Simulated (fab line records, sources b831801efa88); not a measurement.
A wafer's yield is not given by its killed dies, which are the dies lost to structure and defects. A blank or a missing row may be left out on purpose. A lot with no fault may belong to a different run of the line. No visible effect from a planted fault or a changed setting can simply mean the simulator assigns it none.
The tool behind it: which one? + flow gf180mcu + 10 lots with 30 wafers sampled at 6 steps, on a route of 602 steps

## WHAT THE GAUGES SHOWED, per wafer
GF_HV_LDD_TW_MEAS_11.
| lot  | measured     | on            | HV_LDD_TW      |
|------|--------------|---------------|----------------|
| L559 | day 10 07:16 | film-metro-02 | 2388 2397 2393 |
| L560 | day 10 13:09 | film-metro-02 | 2410 2392 2391 |
| L563 | day 11 13:08 | film-metro-03 | 2419 2428 2421 |
| L568 | day 13 01:47 | film-metro-03 | 2431 2427 2428 |
| L569 | day 13 11:29 | film-metro-04 | 2401 2384 2399 |
| L574 | day 14 23:12 | film-metro-04 | 2382 2396 2402 |
| L575 | day 15 08:29 | film-metro-03 | 2410 2412 2422 |
| L576 | day 15 15:50 | film-metro-03 | 2417 2420 2422 |
| L578 | day 16 03:19 | film-metro-02 | 2394 2384 2383 |
| L579 | day 16 12:20 | film-metro-03 | 2411 2438 2439 |

GF_NSD_TW_MEAS_12.
| lot  | measured     | on            | NSD_TW         |
|------|--------------|---------------|----------------|
| L559 | day 13 16:35 | film-metro-03 | 4278 4258 4279 |
| L560 | day 13 22:55 | film-metro-01 | 4301 4303 4291 |
| L563 | day 15 01:25 | film-metro-03 | 4262 4251 4256 |
| L568 | day 16 19:34 | film-metro-01 | 4159 4187 4172 |
| L569 | day 17 05:34 | film-metro-01 | 4170 4168 4162 |
| L574 | day 18 22:07 | film-metro-01 | 4316 4290 4302 |
| L575 | day 19 08:28 | film-metro-02 | 4217 4187 4194 |
| L576 | day 19 17:27 | film-metro-01 | 4337 4320 4319 |
| L578 | day 20 05:26 | film-metro-01 | 4258 4282 4285 |
| L579 | day 20 15:49 | film-metro-01 | 4288 4286 4298 |

GF_PSD_RS_MEAS_14: the measuring method here is four-point-probe.
| lot  | measured     | on            | NSD_RS (ohm/sq)                     |
|------|--------------|---------------|-------------------------------------|
| L559 | day 14 13:11 | film-metro-03 | 46.10 46.14 46.25                   |
| L560 | day 14 19:34 | film-metro-02 | 46.15 46.28 46.24                   |
| L563 | day 15 23:44 | film-metro-03 | 46.16 46.15 46.09                   |
| L568 | day 17 19:19 | film-metro-02 | 48.74 48.83 48.63 48.77 48.72 48.80 |
| L569 | day 18 04:49 | film-metro-03 | 48.76 48.97 48.77 48.87 48.76 48.89 |
| L574 | day 19 22:41 | film-metro-01 | 46.23 46.37 46.36                   |
| L575 | day 20 09:26 | film-metro-03 | 46.27 46.21 46.26                   |
| L576 | day 20 18:36 | film-metro-02 | 46.15 46.21 45.91                   |
| L578 | day 21 05:53 | film-metro-02 | 46.15 46.17 46.06                   |
| L579 | day 21 16:09 | film-metro-01 | 46.28 46.23 46.33                   |

## WHICH TOOL RAN EACH LOT (tool, then ch and the chambers of the sampled wafers, then the start)
| lot  | GF_NSD_IMPLANT_09               | GF_NSD_STRIP_11                      | GF_PSD_RTA_13                    |
|------|---------------------------------|--------------------------------------|----------------------------------|
| L559 | implanter-01 ch 0, day 13 16:11 | plasma-asher-01 ch 0, day 13 16:29   | rtp-anneal-02 ch 0, day 14 13:06 |
| L560 | implanter-01 ch 0, day 13 22:31 | plasma-asher-04 ch 0,1, day 13 22:49 | rtp-anneal-02 ch 0, day 14 19:28 |
| L563 | implanter-04 ch 0, day 15 01:01 | plasma-asher-04 ch 0,1, day 15 01:19 | rtp-anneal-02 ch 0, day 15 23:38 |
| L568 | implanter-02 ch 0, day 16 19:10 | plasma-asher-01 ch 0,1, day 16 19:28 | rtp-anneal-01 ch 0, day 17 19:08 |
| L569 | implanter-02 ch 0, day 17 05:10 | plasma-asher-01 ch 0,1, day 17 05:28 | rtp-anneal-01 ch 0, day 18 04:44 |
| L574 | implanter-01 ch 0, day 18 21:44 | plasma-asher-03 ch 0,1, day 18 22:01 | rtp-anneal-02 ch 0, day 19 22:36 |
| L575 | implanter-01 ch 0, day 19 08:04 | plasma-asher-04 ch 0,1, day 19 08:22 | rtp-anneal-02 ch 0, day 20 09:21 |
| L576 | implanter-02 ch 0, day 19 17:04 | plasma-asher-04 ch 0,1, day 19 17:20 | rtp-anneal-02 ch 0, day 20 18:31 |
| L578 | implanter-02 ch 0, day 20 05:05 | plasma-asher-04 ch 0,1, day 20 05:20 | rtp-anneal-01 ch 0, day 21 05:47 |
| L579 | implanter-01 ch 0, day 20 15:26 | plasma-asher-01 ch 0,1, day 20 15:43 | rtp-anneal-01 ch 0, day 21 16:04 |
- GF_NSD_IMPLANT_09
- GF_NSD_STRIP_11: strips in O2/N2.
- GF_PSD_RTA_13: time 20 s.

## AS READ BY THE TOOLS THEMSELVES (means over the sampled wafers that have a number; for cases with no such wafer, the mark the record gives instead)
GF_NSD_IMPLANT_09.
| lot  | tool         | beam-energy-keV | beam-on-s (s) | dose-ions-cm2 |
|------|--------------|-----------------|---------------|---------------|
| L559 | implanter-01 | 60.005          | 20.4          | 4e+15         |
| L560 | implanter-01 | 60.018          | 20.2          | 4e+15         |
| L563 | implanter-04 | 60.018          | 18.5          | 4e+15         |
| L568 | implanter-02 | 51.115          | 17.1          | 4e+15         |
| L569 | implanter-02 | 51.115          | 16.8          | 4e+15         |
| L574 | implanter-01 | 60.007          | 20.4          | 4e+15         |
| L575 | implanter-01 | 60.000          | 20.4          | 4e+15         |
| L576 | implanter-02 | 59.996          | 17.1          | 4e+15         |
| L578 | implanter-02 | 60.029          | 17.1          | 4e+15         |
| L579 | implanter-01 | 60.010          | 19.9          | 4e+15         |

GF_NSD_STRIP_11.
| lot  | tool            | drypump-motor-current-A (A) | heater-power-w (W) | o2-flow-sccm (sccm) | oes-product-au (a.u.) | strip-time-to-endpoint-s (s) |
|------|-----------------|-----------------------------|--------------------|---------------------|-----------------------|------------------------------|
| L559 | plasma-asher-01 | 5.3                         | 286                | 2998                | 0.488                 | 22.89                        |
| L560 | plasma-asher-04 | 5.3                         | 302                | 2998                | 0.488                 | 22.98                        |
| L563 | plasma-asher-04 | 5.3                         | 295                | 3001                | 0.488                 | 22.93                        |
| L568 | plasma-asher-01 | 5.5                         | 320                | 3002                | 0.504                 | 21.76                        |
| L569 | plasma-asher-01 | 5.7                         | 352                | 3001                | 0.495                 | 21.76                        |
| L574 | plasma-asher-03 | 6.6                         | 332                | 2999                | 0.485                 | 22.95                        |
| L575 | plasma-asher-04 | 5.5                         | 311                | 3001                | 0.485                 | 22.94                        |
| L576 | plasma-asher-04 | 5.3                         | 299                | 2996                | 0.488                 | 22.97                        |
| L578 | plasma-asher-04 | 5.4                         | 296                | 2999                | 0.488                 | 22.94                        |
| L579 | plasma-asher-01 | 5.6                         | 310                | 2990                | 0.484                 | 22.92                        |

GF_PSD_RTA_13.
| lot  | tool          | lamp-power-pct (%) | wafer_temp_C_max |
|------|---------------|--------------------|------------------|
| L559 | rtp-anneal-02 | 35.33              | 1029.1           |
| L560 | rtp-anneal-02 | 35.33              | 1029.6           |
| L563 | rtp-anneal-02 | 35.29              | 1028.7           |
| L568 | rtp-anneal-01 | 35.68              | 1028.3           |
| L569 | rtp-anneal-01 | 35.66              | 1027.9           |
| L574 | rtp-anneal-02 | 35.32              | 1030.1           |
| L575 | rtp-anneal-02 | 35.33              | 1029.0           |
| L576 | rtp-anneal-02 | 35.30              | 1029.5           |
| L578 | rtp-anneal-01 | 35.67              | 1028.1           |
| L579 | rtp-anneal-01 | 35.68              | 1027.6           |

## THE ANSWER, worked out from the rows above alone
Rule: the usual values come from the lots themselves. Put in order of their means at a reading, lots are off if they are a third of the lots or fewer, leave a main group of 4 or more, and stand apart from it by a gap of 3 or more times the standard deviation of the main group's means; of several such gaps the widest counts. If all means in a main group match to the digits the tables above print for the reading, that group is not used. Also off: a lot with no number at a reading for which 4 or more lots have one. The other lots that the step has rows for count as sound. After the gauges, taken in route order, come the tools' own readings; for these a lot's mean is taken, as printed above. At the first step where some lot is off, the reading lying furthest off is the one used; lots without a number count as furthest.
Off: L568, L569, seen at GF_PSD_RS_MEAS_14 (NSD_RS). The main group: mean 46.20 ohm/sq, standard deviation 0.076.
A tool fits if, at a process step before that reading, it ran every lot that is off, and no sound lot after the first of them. The gauges at GF_PSD_RS_MEAS_14 aren't tried: what is off there is off at GF_NSD_IMPLANT_09 too, on other tools, and a gauge's error can't cause that. No candidate that was tried fits.

## WHAT HAD BEEN PUT IN BY THE SIMULATOR
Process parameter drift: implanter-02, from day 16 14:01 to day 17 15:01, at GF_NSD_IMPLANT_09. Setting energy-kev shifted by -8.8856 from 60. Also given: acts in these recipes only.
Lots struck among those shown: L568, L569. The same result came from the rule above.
